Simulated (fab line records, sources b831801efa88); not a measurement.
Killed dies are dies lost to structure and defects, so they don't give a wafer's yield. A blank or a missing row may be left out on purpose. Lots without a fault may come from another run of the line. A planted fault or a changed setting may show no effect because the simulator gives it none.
Which tool did it? | flow sfq_line | 14 lots, 42 wafers sampled, at 3 steps of a route of 325

WHAT THE GAUGES READ, wafer by wafer
SFQ_R5_RS_MEAS_933: measures by four-point-probe. Usual: R5_MONX_RS 7.01 ohm/sq, standard deviation 0.077.
lot  | measured     | on            | R5_MONX_RS (ohm/sq) | flag
L528 | day 60 23:34 | film_metro-04 | 6.96 6.95 7.09      |
L530 | day 61 17:35 | film_metro-03 | 7.14 7.04 7.06      |
L531 | day 61 20:52 | film_metro-02 | 7.07 7.03 7.14      |
L532 | day 62 21:57 | film_metro-03 | 6.90 7.17 7.07      |
L534 | day 63 06:58 | film_metro-03 | 7.04 7.20 6.93      |
L536 | day 68 17:41 | film_metro-04 | 6.97 7.02 7.01      |
L538 | day 68 21:53 | film_metro-04 | 7.13 7.02 7.11      |
L540 | day 69 00:51 | film_metro-02 | 7.04 6.95 6.99      |
L541 | day 69 05:41 | film_metro-04 | 6.88 6.94 6.98      |
L542 | day 69 11:39 | film_metro-03 | 6.96 7.07 7.00      |
L546 | day 69 23:40 | film_metro-04 | 7.03 7.02 7.00      |
L549 | day 70 23:04 | film_metro-03 | 6.98 6.99 6.97      |
L550 | day 71 01:28 | film_metro-04 | 6.89 6.83 6.87      |
L551 | day 71 08:38 | film_metro-03 | 7.07 7.13 7.08      |

SFQ_R5_THK_MEAS_934: measures by xrf. Usual: R5_MONX_THK 40.6 nm, standard deviation 0.51.
lot  | measured     | on            | R5_MONX_THK (nm) | flag
L528 | day 60 23:41 | film_metro-04 | 40.8 40.7 40.1   |
L530 | day 61 17:42 | film_metro-03 | 39.9 40.1 40.1   |
L531 | day 61 20:58 | film_metro-02 | 40.7 40.6 40.0   |
L532 | day 62 22:04 | film_metro-03 | 41.2 39.8 40.6   |
L534 | day 63 07:05 | film_metro-03 | 40.6 39.9 41.2   |
L536 | day 68 17:47 | film_metro-04 | 40.8 40.4 40.6   |
L538 | day 68 21:59 | film_metro-04 | 39.9 40.5 39.8   |
L540 | day 69 00:58 | film_metro-02 | 40.9 41.0 41.0   |
L541 | day 69 05:47 | film_metro-04 | 41.3 40.7 40.4   |
L542 | day 69 11:46 | film_metro-03 | 41.5 40.4 41.0   |
L546 | day 69 23:47 | film_metro-04 | 40.0 40.1 40.4   |
L549 | day 70 23:11 | film_metro-03 | 41.1 41.2 40.8   |
L550 | day 71 01:35 | film_metro-04 | 41.3 41.7 41.1   |
L551 | day 71 08:44 | film_metro-03 | 40.5 40.1 39.9   |

WHICH TOOL RAN EACH LOT (tool, then ch and the chambers of the sampled wafers, then the start)
lot  | SFQ_TRILAYER_I4_VIA_STRIP_STRIP_107
L528 | rie_metal-04 ch 0,1, day 55 02:01
L530 | rie_metal-02 ch 1, day 55 09:13
L531 | rie_metal-04 ch 0,1, day 55 22:25
L532 | rie_metal-02 ch 0,1, day 56 23:32
L534 | rie_metal-02 ch 0,1, day 57 05:32
L536 | rie_metal-04 ch 0,1, day 58 23:52
L538 | rie_metal-01 ch 0,1, day 59 04:40
L540 | rie_metal-01 ch 0,1, day 59 08:04
L541 | rie_metal-04 ch 0,1, day 59 13:04
L542 | rie_metal-01 ch 0,1, day 59 22:28
L546 | rie_metal-04 ch 0,1, day 60 13:02
L549 | rie_metal-01 ch 1, day 61 22:22
L550 | rie_metal-04 ch 0,1, day 62 00:46
L551 | rie_metal-01 ch 0,1, day 62 06:22
- SFQ_TRILAYER_I4_VIA_STRIP_STRIP_107: strips in O2.

WHAT THE TOOLS THEMSELVES READ (means of the sampled wafers that have a number; where no wafer has one, the mark that the record gives instead)
SFQ_TRILAYER_I4_VIA_STRIP_STRIP_107. Usual: drypump_motor_current_A 5.7 A, standard deviation 0.44; oes_product_au 1.008 a.u., standard deviation 0.013.
lot  | tool         | drypump_motor_current_A (A) | oes_product_au (a.u.) | flag
L528 | rie_metal-04 | 5.3                         | 1.004                 |
L530 | rie_metal-02 | 5.7                         | 1.000                 |
L531 | rie_metal-04 | 5.3                         | 1.014                 |
L532 | rie_metal-02 | 5.7                         | 0.999                 |
L534 | rie_metal-02 | 5.7                         | 1.002                 |
L536 | rie_metal-04 | 5.5                         | 1.022                 |
L538 | rie_metal-01 | 6.2                         | 1.010                 |
L540 | rie_metal-01 | 6.2                         | 1.023                 |
L541 | rie_metal-04 | 5.5                         | 1.005                 |
L542 | rie_metal-01 | 6.2                         | 1.002                 |
L546 | rie_metal-04 | 5.3                         | 1.000                 |
L549 | rie_metal-01 | 6.3                         | 0.995                 |
L550 | rie_metal-04 | 5.5                         | 1.017                 |
L551 | rie_metal-01 | 6.2                         | 1.016                 |

THE ANSWER, worked out from the rows above alone
Rule: a lot is off if the mean of its wafers that have a number lies more than 3 standard deviations from the usual mean. A lot without any number at a reading at which 4 lots or more have one is off too. The other lots that the step has rows for count as sound. The gauges are gone through in route order, then the tools' own readings, and for those a lot's mean is taken as printed above. The first step at which some lot is off is used, and at that step the reading that is off furthest; a lot without a number counts as furthest.
No lot is off at any reading shown: from this, nothing can be told.

WHAT THE SIMULATOR HAD PUT IN
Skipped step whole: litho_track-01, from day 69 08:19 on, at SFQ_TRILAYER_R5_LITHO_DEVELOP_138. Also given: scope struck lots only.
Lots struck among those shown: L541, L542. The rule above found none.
